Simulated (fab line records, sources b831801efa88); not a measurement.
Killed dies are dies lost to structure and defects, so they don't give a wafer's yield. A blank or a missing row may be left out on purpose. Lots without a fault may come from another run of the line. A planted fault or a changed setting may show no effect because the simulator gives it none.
fab line records | flow sky130
record lots=7 wafers=21 last_day=50
route steps=708 shown POLY_CUT@312 SD_P@320
lots that met no fault: from a run of the same line without faults
start_h: hours from the record's first day to the start of the lot's first wafer shown | wait_h: hours since the lot's step before | " the same as in the row above | L1.1+2: a row that stands for several wafers | - no value, or no start given | * or withheld: withheld | < > ~ a bound
route shown NAME@n: a module of which the file shows steps, and the number in the route of the first | usual: mean/standard deviation of fault-free wafers | same: alike in all rows | chamber/n: place in a boat | sites: the reading at each site | _std_site: their standard deviation | _edge_site: outer sites' mean less inner sites' | radius_mm: how far each site lies from the wafer's centre | mask NAME#n: copy n | behind: the tool/chamber that last shaped the wafer | hold: why the lot was held/for how many hours/how that ended | device: the transistor (n, p or np) that didn't switch | end of line: the same wafers' tests at the end of the route | a step without rows: its recipe alone | killed: dies lost to structure and defects at the first sort, not the wafer's yield | map: a wafer's dies, x killed, . not, _ none there
set.NAME: the setting as run; set.NAME@STEP: as run at that earlier step | model.NAME: the simulator's own value behind a step, which no gauge read
lots at some steps of the route; a table a step, a row a wafer
services: from which hour (start_h, from the record's first day; less than 0 if before it) a tool's chamber was out of use, for how many hours, and why
## steps
# step SKY_POLY_CUT_EXPOSE_05
# recipe mask_id=NPCM na=0.8 source_shape=annular sigma_inner=0.55 sigma_outer=0.85 target_cd_nm=270 dose_mj=32
# step SKY_POLY_CUT_PEB_06
# recipe peb_temp_c=withheld peb_time_s=withheld resist=KrF-thick
# step SKY_POLY_CUT_DEVELOP_07
# recipe develop_time_s=60 resist=KrF-thick dev_temp_c=21
# step SKY_POLY_CUT_CD_MEAS_08
# recipe target_cd_nm=270
# usual cd_nm=270.4/1.5
# columns lot.wafer tool chamber start_h wait_h cd_nm
L358.2 cd_sem-01 - 571.18 - 273.2
L358.3 " - " " 273.1
L358.4 " - " " 271.1
L360.1 cd_sem-01 - 589.13 - 270.1
L360.3 " - " " 271.4
L360.6 " - " " 271.0
L366.1 cd_sem-01 - 641.18 - 271.8
L366.4 " - " " 271.7
L366.5 " - " " 270.6
L368.1 cd_sem-01 - 657.70 - 271.6
L368.5 " - " " 269.3
L368.6 " - " " 271.1
L376.2 cd_sem-01 - 724.87 - 270.5
L376.5 " - " " 270.3
L376.6 " - " " 270.5
L377.1 cd_sem-02 - 731.05 - 269.6
L377.2 " - " " 269.3
L377.3 " - " " 269.1
L378.2 cd_sem-01 - 740.49 - 269.8
L378.3 " - " " 270.1
L378.5 " - " " 268.2
# step SKY_POLY_CUT_OVL_MEAS_09
# usual POLY_CUT_OVL=0/6.3
# columns lot.wafer tool chamber start_h wait_h POLY_CUT_OVL[nm]
L358.2 overlay-01 - 571.29 0.1 -6
L358.3 " - " " -5
L358.4 " - " " -7
L360.1 overlay-01 - 589.25 0.1 -2
L360.3 " - " " -13
L360.6 " - " " -3
L366.1 overlay-01 - 641.30 0.1 3
L366.4 " - " " 3
L366.5 " - " " 12
L368.1 overlay-01 - 657.82 0.1 -4
L368.5 " - " " -4
L368.6 " - " " 1
L376.2 overlay-01 - 724.97 0.1 2
L376.5 " - " " 12
L376.6 " - " " 3
L377.1 overlay-02 - 731.17 0.1 -8
L377.2 " - " " -10
L377.3 " - " " -6
L378.2 overlay-02 - 740.59 0.1 -9
L378.3 " - " " -3
L378.5 " - " " -4
# step SKY_POLY_CUT_ETCH_10
# recipe chemistry=N2/H2 target=BARC ion_energy_ev=200 source_w=500 bias_w=100 pressure_mtorr=30 n2_flow_sccm=100 h2_flow_sccm=200 stop_on=SiO2 time_s=45.9 target_depth_a=600
# usual drypump_motor_current_A=6.0/0.52 oes_product_au=0.855/0.005 throttle_valve_pct=13.224/0.0094
# columns lot.wafer tool chamber start_h wait_h drypump_motor_current_A oes_product_au rf_hours_counter_h throttle_valve_pct
L358.2 rie_diel-01 2 571.32 0.0 6.2 0.854 1 13.202
L358.3 " 3 " " 6.4 0.854 0 13.227
L358.4 " 1 " " 5.4 0.851 6 13.227
L360.1 rie_diel-03 3 589.28 0.0 5.9 0.863 44 13.209
L360.3 " 0 " " 4.8 0.862 18 13.221
L360.6 " 3 " " 5.8 0.848 - 13.227
L366.1 rie_diel-01 3 641.33 0.0 6.4 0.851 1 13.227
L366.4 " 2 " " 6.2 0.855 3 13.228
L366.5 " 1 " " 5.3 0.852 - 13.228
L368.1 rie_diel-03 0 657.85 0.0 4.8 0.870 20 13.218
L368.5 " 3 " " 5.9 0.862 - 13.215
L368.6 " 0 " " 4.8 0.854 - 13.219
L376.2 rie_diel-03 0 725.00 0.0 4.8 0.852 21 13.213
L376.5 " 2 " " 5.9 0.846 - 13.234
L376.6 " 3 " " 5.9 0.849 - 13.230
L377.1 rie_diel-01 0 731.20 0.0 6.2 0.848 21 13.212
L377.2 " 3 " " 6.4 0.856 3 13.215
L377.3 " 1 " " 5.4 0.853 9 13.221
L378.2 rie_diel-01 3 740.62 0.0 6.4 0.848 3 13.220
L378.3 " 2 " " 6.2 0.857 4 13.227
L378.5 " 3 " " 6.4 0.850 - 13.220
# step SKY_POLY_CUT_ETCH_11
# recipe target=Si3N4 chemistry=CF4/CH2F2/Ar stop_on=poly-Si source_w=600 bias_w=150 pressure_mtorr=40 cf4_flow_sccm=40 ch2f2_flow_sccm=20 Ar_flow_sccm=150 time_s=42.5 target_depth_a=600
# usual drypump_motor_current_A=6.0/0.51 oes_product_au=0.828/0.0055 throttle_valve_pct=14.994/0.0082
# columns lot.wafer tool chamber start_h wait_h drypump_motor_current_A oes_product_au rf_hours_counter_h throttle_valve_pct
L358.2 rie_diel-01 2 571.36 0.0 6.2 0.829 1 14.995
L358.3 " 3 " " 6.4 0.832 0 14.978
L358.4 " 1 " " 5.3 0.833 6 14.996
L360.1 rie_diel-03 3 589.33 0.0 5.9 0.829 44 14.986
L360.3 " 0 " " 4.8 0.833 18 14.991
L360.6 " 3 " " 5.9 0.834 - 14.989
L366.1 rie_diel-01 3 641.38 0.0 6.4 0.831 1 14.992
L366.4 " 2 " " 6.2 0.827 3 14.991
L366.5 " 1 " " 5.4 0.829 - 14.996
L368.1 rie_diel-03 0 657.89 0.0 4.8 0.837 20 14.994
L368.5 " 3 " " 5.9 0.829 - 14.983
L368.6 " 0 " " 4.8 0.826 - 14.986
L376.2 rie_diel-03 0 725.04 0.0 4.8 0.835 21 14.998
L376.5 " 2 " " 6.0 0.827 - 14.991
L376.6 " 3 " " 5.9 0.825 - 14.996
L377.1 rie_diel-01 0 731.24 0.0 6.3 0.829 21 15.004
L377.2 " 3 " " 6.4 0.822 3 14.989
L377.3 " 1 " " 5.4 0.829 9 14.993
L378.2 rie_diel-01 3 740.66 0.0 6.4 0.834 3 14.980
L378.3 " 2 " " 6.2 0.835 4 14.995
L378.5 " 3 " " 6.4 0.826 - 14.996
# step SKY_POLY_CUT_STRIP_12
# recipe chemistry=O2/N2 power_w=1400 pressure_mtorr=1500 platen_temp_c=withheld o2_flow_sccm=3000 n2_flow_sccm=300 overash_fraction=0.5
# usual drypump_motor_current_A=5.9/0.63 oes_product_au=0.452/0.0044 strip_time_to_endpoint_s=5.356/0.018
# columns lot.wafer tool chamber start_h wait_h drypump_motor_current_A oes_product_au rf_hours_counter_h strip_time_to_endpoint_s
L358.2 plasma_asher-03 1 571.40 0.0 5.9 0.450 41 5.346
L358.3 " 0 " " 6.7 0.450 - 5.336
L358.4 " 1 " " 5.9 0.456 - 5.346
L360.1 plasma_asher-03 1 589.37 0.0 5.9 0.455 43 5.385
L360.3 " 0 " " 6.7 0.452 - 5.369
L360.6 " 0 " " 6.7 0.451 - 5.382
L366.1 plasma_asher-04 0 641.42 0.0 4.9 0.453 81 5.362
L366.4 " 1 " " 5.3 0.451 - 5.361
L366.5 " 1 " " 5.3 0.457 - 5.365
L368.1 plasma_asher-03 1 657.93 0.0 5.9 0.448 50 5.375
L368.5 " 0 " " 6.7 0.451 - 5.353
L368.6 " 1 " " 5.9 0.455 - 5.331
L376.2 plasma_asher-04 1 725.08 0.0 5.3 0.456 90 5.358
L376.5 " 1 " " 5.3 0.448 - 5.344
L376.6 " 0 " " 5.0 0.455 - 5.330
L377.1 plasma_asher-04 1 731.28 0.0 5.3 0.453 91 5.340
L377.2 " 0 " " 5.0 0.455 91 5.338
L377.3 " 1 " " 5.3 0.454 - 5.367
L378.2 plasma_asher-04 1 740.70 0.0 5.3 0.454 92 5.343
L378.3 " 0 " " 5.0 0.449 - 5.378
L378.5 " 1 " " 5.3 0.457 - 5.363
# step SKY_SD_P_DEHYDRATE_00
# recipe temp_c=200 time_s=60
# step SKY_SD_P_HMDS_01
# recipe prime_time_s=60 prime_temp_c=120
# step SKY_SD_P_COAT_02
# recipe resist=NOVOLAK spin_rpm=3000 resist_thk_nm=1140
# step SKY_SD_P_SOFTBAKE_03
# recipe temp_c=90 time_s=60 resist=NOVOLAK
# step SKY_SD_P_EXPOSE_04
# recipe mask_id=PSDM na=0.6 source_shape=conventional sigma_outer=0.6 polarization=unpolarized target_cd_nm=380 dose_mj=138
# usual exposure_dose_mJ_cm2=137.97/0.13 focus_offset_nm=-0.1/0.55 sigma_outer=0.6/0
# columns lot.wafer tool chamber start_h wait_h mask exposure_dose_mJ_cm2 focus_offset_nm sigma_outer
L358.2 iline_stepper-01 0 586.32 - PSDM#0 138.11 -0.3 0.6
L358.3 " 0 " " PSDM#0 138.02 -0.1 0.6
L358.4 " 0 " " PSDM#0 137.93 -0.2 0.6
L360.1 iline_stepper-01 0 603.45 - PSDM#0 138.11 -0.9 0.6
L360.3 " 0 " " PSDM#0 137.97 -0.5 0.6
L360.6 " 0 " " PSDM#0 137.91 0.1 0.6
L366.1 iline_stepper-01 0 656.17 - PSDM#0 138.01 -0.4 0.6
L366.4 " 0 " " PSDM#0 138.10 -0.2 0.6
L366.5 " 0 " " PSDM#0 138.09 -0.4 0.6
L368.1 iline_stepper-02 0 671.82 - PSDM#0 138.04 0.3 0.6
L368.5 " 0 " " PSDM#0 137.83 -1.0 0.6
L368.6 " 0 " " PSDM#0 137.78 -1.0 0.6
L376.2 iline_stepper-02 - 739.12 - PSDM#0 - - -
L376.5 " - " " PSDM#0 - - -
L376.6 " - " " PSDM#0 - - -
L377.1 iline_stepper-02 - 745.38 - PSDM#0 - - -
L377.2 " - " " PSDM#0 - - -
L377.3 " - " " PSDM#0 - - -
L378.2 iline_stepper-02 - 754.20 - PSDM#0 - - -
L378.3 " - " " PSDM#0 - - -
L378.5 " - " " PSDM#0 - - -
# step SKY_SD_P_PEB_05
# recipe temp_c=withheld time_s=* resist=NOVOLAK
## services
# columns tool chamber start_h hours kind
rie_diel-01 3 549.11 - clean
rie_diel-01 3 549.11 17.1 scheduled_down
rie_diel-01 3 549.11 17.1 vent_cycle
plasma_asher-03 - 553.36 14.6 pm
iline_stepper-02 - 557.01 1.7 pm
iline_stepper-02 - 558.68 4.4 pm
iline_stepper-01 - 574.17 2.1 pm
rie_diel-01 1 579.00 3.6 repair
plasma_asher-04 - 584.14 2.7 repair
iline_stepper-02 - 585.85 11.3 repair
rie_diel-03 3 593.99 9.1 repair
plasma_asher-03 - 606.37 0.7 repair
plasma_asher-04 - 627.18 4.0 pm
rie_diel-01 2 648.66 9.3 repair
iline_stepper-02 - 655.06 4.5 repair
iline_stepper-02 0 658.48 - calibration
iline_stepper-01 - 669.02 4.3 pm
rie_diel-03 3 692.93 1.7 repair
rie_diel-03 2 704.26 - clean
rie_diel-03 2 704.26 17.8 scheduled_down
rie_diel-03 2 704.26 17.8 vent_cycle
plasma_asher-03 - 713.24 2.6 repair
iline_stepper-01 - 748.02 1.7 pm
rie_diel-03 3 750.63 8.4 repair
## key
first_sign step=SKY_SD_P_EXPOSE_04 reading=tool_record direction=missing
effect none on later readings
met_at SKY_SD_P_EXPOSE_04
struck_wafers L376.2,L376.5,L376.6,L377.1,L377.2,L377.3,L378.2,L378.3,L378.5
sort_left_out L376.2,L376.5,L376.6,L377.1,L377.2,L377.3,L378.2,L378.3,L378.5
tester_left_out L376,L377,L378
onset_between 671.82 739.12
fault kind=skipped_step_whole tool=iline_stepper-02 chamber=- onset_h=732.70 steps=SKY_SD_P_EXPOSE_04 scope=struck_lots_only
# tester_left_out: of these lots the tester's yield and bins aren't shown, on N5 and GAA mostly nor the transistor test; their killed dies are dies lost to structure and defects alone, not to doping, threshold or leakage, so they don't give the yield
# sort_left_out: the simulated sort isn't trusted on such a fault, so these wafers' sort isn't shown, and their yield isn't known
